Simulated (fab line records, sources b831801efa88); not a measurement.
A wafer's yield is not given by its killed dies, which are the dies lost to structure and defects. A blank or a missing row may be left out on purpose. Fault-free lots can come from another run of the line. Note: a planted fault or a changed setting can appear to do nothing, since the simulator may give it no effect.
Struck lot and sound lot, side by side	flow sfq_line	41 out of 325 route steps
Sound: wafers L482.1, L482.2, L482.3. Struck: wafer L494.1 (L494.2, L494.6, from the same lot, were not struck and are left out); the cause is given at the end.
Each step with rows lists, per side, the tool, then ch with its chambers, then its first start. Under that, the readings that differ: sound wafers	struck wafers	difference of the means	sigmas: that difference in standard deviations of wafers without a fault.
alike: readings with means less than 2 such deviations apart, plus words and numbers identical on both sides. not compared: withheld readings, readings lacking a value on some wafer, bounds such as >300 that could conceal the same value, and numbers that have no deviation in the record and whose values overlap.
The two part at a step that has a row with sigmas, a row that says differs or no value, or rows on one side only. Numbers that have no deviation but don't overlap get no sigmas and don't part them. A reading missing from all wafers of one side parts the sides only when that side holds two or more wafers.

first, 6 steps without rows for these wafers: SFQ_TRILAYER_C5_LITHO_COAT_156 (resist thk 62 nm); SFQ_TRILAYER_C5_LITHO_COAT_151 (resist thk 650 nm); SFQ_TRILAYER_C5_LITHO_SOFTBAKE_155; SFQ_TRILAYER_C5_LITHO_EXPOSE_152 (exposes mask C5, target cd 500 nm); SFQ_TRILAYER_C5_LITHO_PEB_154 (peb time 60 s); SFQ_TRILAYER_C5_LITHO_DEVELOP_153 (time 60 s).
SFQ_C5_OVL_MEAS_937:
  struck on overlay-02, day 76 08:10; sound on overlay-01, day 74 14:10
  alike: C5_OVL
SFQ_TRILAYER_C5_BARC_OPEN_VIA_ETCH_210: etches BARC in O2, target depth 125 nm, time 41.7 s.
  sound on rie_diel-01 ch 0,1,3, day 74 14:11; struck on rie_diel-01 ch 3, day 76 08:11
  alike: drypump_motor_current_A, oes_product_au
  not compared: rf_hours_counter_h
then, 4 steps without rows for these wafers: SFQ_TRILAYER_C5_ETCH_VIA_ETCH_154 (etches SiO2 in CHF3, stops on Nb, target depth 84 nm); SFQ_TRILAYER_C5_STRIP_STRIP_155 (strips in O2); SFQ_TRILAYER_C5_STRIP_SOLV_CLEAN_156 (cleans in NMP, time 600 s); SFQ_TRILAYER_M6_DEP_PRE_CLEAN_158 (time 22.5 s).
SFQ_TRILAYER_M6_DEP_SPUTTER_157: material Nb, target thk 200 nm, time 133.3 s.
  struck on pvd_sputter-05, day 76 09:41; sound on pvd_sputter-05, day 74 15:05
reading	sound	struck	difference	sigmas
model.Nb_of_TRILAYER_M6_DEP_SPUTTER_157.thk_nm (nm)	194.1 197.1 197.3	381.7	+185.5	
  alike: chamber_pressure_pa, throttle_valve_pct
SFQ_M6_RS_MEAS_938: uses a four-point probe to measure.
  struck on film_metro-03, day 76 10:04; sound on film_metro-04, day 74 15:11
reading	sound	struck	difference	sigmas
M6_NB_RS (ohm/sq)	0.917 0.902 0.903	0.464	-0.443	-52
  not compared: hold
then, 5 steps without rows for these wafers: SFQ_TRILAYER_M6_LITHO_COAT_159 (resist thk 600 nm); SFQ_TRILAYER_M6_LITHO_SOFTBAKE_163; SFQ_TRILAYER_M6_LITHO_EXPOSE_160 (exposes mask M6, target cd 500 nm); SFQ_TRILAYER_M6_LITHO_PEB_162 (peb time 60 s); SFQ_TRILAYER_M6_LITHO_DEVELOP_161 (time 60 s).
SFQ_M6_OVL_MEAS_940:
  struck on overlay-01, day 78 05:34; sound on overlay-02, day 76 23:44
  alike: M6_OVL
SFQ_TRILAYER_M6_BARC_OPEN_METAL_ETCH_206: etches BARC in O2, target depth 125 nm, time 41.7 s.
  sound on rie_metal-01 ch 0,1, day 76 23:46; struck on rie_metal-02 ch 0, day 78 05:37
  alike: drypump_motor_current_A, oes_product_au
  not compared: rf_hours_counter_h
SFQ_TRILAYER_M6_ETCH_METAL_ETCH_162: etches Nb in Cl2/Ar, stops on SiO2, target depth 240 nm, time 120 s.
  sound on rie_metal-01 ch 0,1, day 76 23:50; struck on rie_metal-02 ch 0, day 78 05:40
reading	sound	struck	difference	sigmas
oes_product_au (a.u.)	0.878 0.888 0.872	1.000	+0.121	+19
  alike: drypump_motor_current_A
  not compared: rf_hours_counter_h
then, 4 steps without rows for these wafers: SFQ_TRILAYER_M6_STRIP_STRIP_163 (strips in O2); SFQ_TRILAYER_M6_STRIP_SOLV_CLEAN_164 (cleans in NMP, time 600 s); SFQ_TRILAYER_I6_DEP_PECVD_165 (deposits SiO2 from SiH4/N2O, time 111.11 s, target thk 500 nm); SFQ_TRILAYER_I6_CMP_CMP_166 (polishes SiO2).
SFQ_I6_BOW_MEAS_941:
  struck on film_metro-04, day 79 05:33; sound on film_metro-01, day 77 05:33
  alike: I6_BOW
SFQ_TRILAYER_I6_METRO_MEASURE_167:
  struck on film_metro-04, day 79 05:40; sound on film_metro-01, day 77 05:40
  alike: thk_nm
then, 6 steps without rows for these wafers: SFQ_TRILAYER_I6_VIA_LITHO_COAT_174 (resist thk 62 nm); SFQ_TRILAYER_I6_VIA_LITHO_COAT_169 (resist thk 650 nm); SFQ_TRILAYER_I6_VIA_LITHO_SOFTBAKE_173; SFQ_TRILAYER_I6_VIA_LITHO_EXPOSE_170 (exposes mask I6, target cd 700 nm); SFQ_TRILAYER_I6_VIA_LITHO_PEB_172 (peb time 60 s); SFQ_TRILAYER_I6_VIA_LITHO_DEVELOP_171 (time 60 s).
SFQ_I6_OVL_MEAS_942:
  struck on overlay-02, day 80 01:37; sound on overlay-01, day 78 23:52
  alike: I6_OVL
SFQ_TRILAYER_I6_VIA_BARC_OPEN_VIA_ETCH_235: etches BARC in O2, target depth 125 nm, time 41.7 s.
  sound on rie_diel-03 ch 1,2,3, day 78 23:53; struck on rie_diel-03 ch 1, day 80 01:38
  alike: drypump_motor_current_A, oes_product_au
  not compared: rf_hours_counter_h
SFQ_TRILAYER_I6_VIA_ETCH_VIA_ETCH_172: etches SiO2 in CHF3, stops on Nb, target depth 260 nm.
  sound on rie_diel-03 ch 1,2,3, day 78 23:56; struck on rie_diel-03 ch 1, day 80 01:41
  alike: drypump_motor_current_A, oes_product_au
then, 3 steps without rows for these wafers: SFQ_TRILAYER_I6_VIA_STRIP_STRIP_173 (strips in O2); SFQ_TRILAYER_I6_VIA_STRIP_SOLV_CLEAN_174 (cleans in NMP, time 600 s); SFQ_TRILAYER_M7_DEP_PRE_CLEAN_176 (time 22.5 s).
-- the record jumps here: 11 days lie between the struck wafers' starts before and after --
SFQ_M8_BOW_MEAS_951:
  struck on film_metro-02, day 91 10:11; sound on film_metro-04, day 89 08:52
reading	sound	struck	difference	sigmas
model.etest.m6.comb_log10_ohm	12 12 12	0	-12	
model.etest.m6.ohm_sq	0.9176 0.9037 0.9025	0.4666	-0.4413	
  alike: M8_BOW

## WHERE THEY PART
Last at SFQ_TRILAYER_M6_ETCH_METAL_ETCH_162 as far as this record goes, first at SFQ_M6_RS_MEAS_938. Later steps at which nothing parts them and some readings are alike: SFQ_I6_BOW_MEAS_941, SFQ_TRILAYER_I6_METRO_MEASURE_167, SFQ_I6_OVL_MEAS_942, SFQ_TRILAYER_I6_VIA_BARC_OPEN_VIA_ETCH_235, SFQ_TRILAYER_I6_VIA_ETCH_VIA_ETCH_172, SFQ_M8_BOW_MEAS_951.

WHY: what had been put in by the simulator
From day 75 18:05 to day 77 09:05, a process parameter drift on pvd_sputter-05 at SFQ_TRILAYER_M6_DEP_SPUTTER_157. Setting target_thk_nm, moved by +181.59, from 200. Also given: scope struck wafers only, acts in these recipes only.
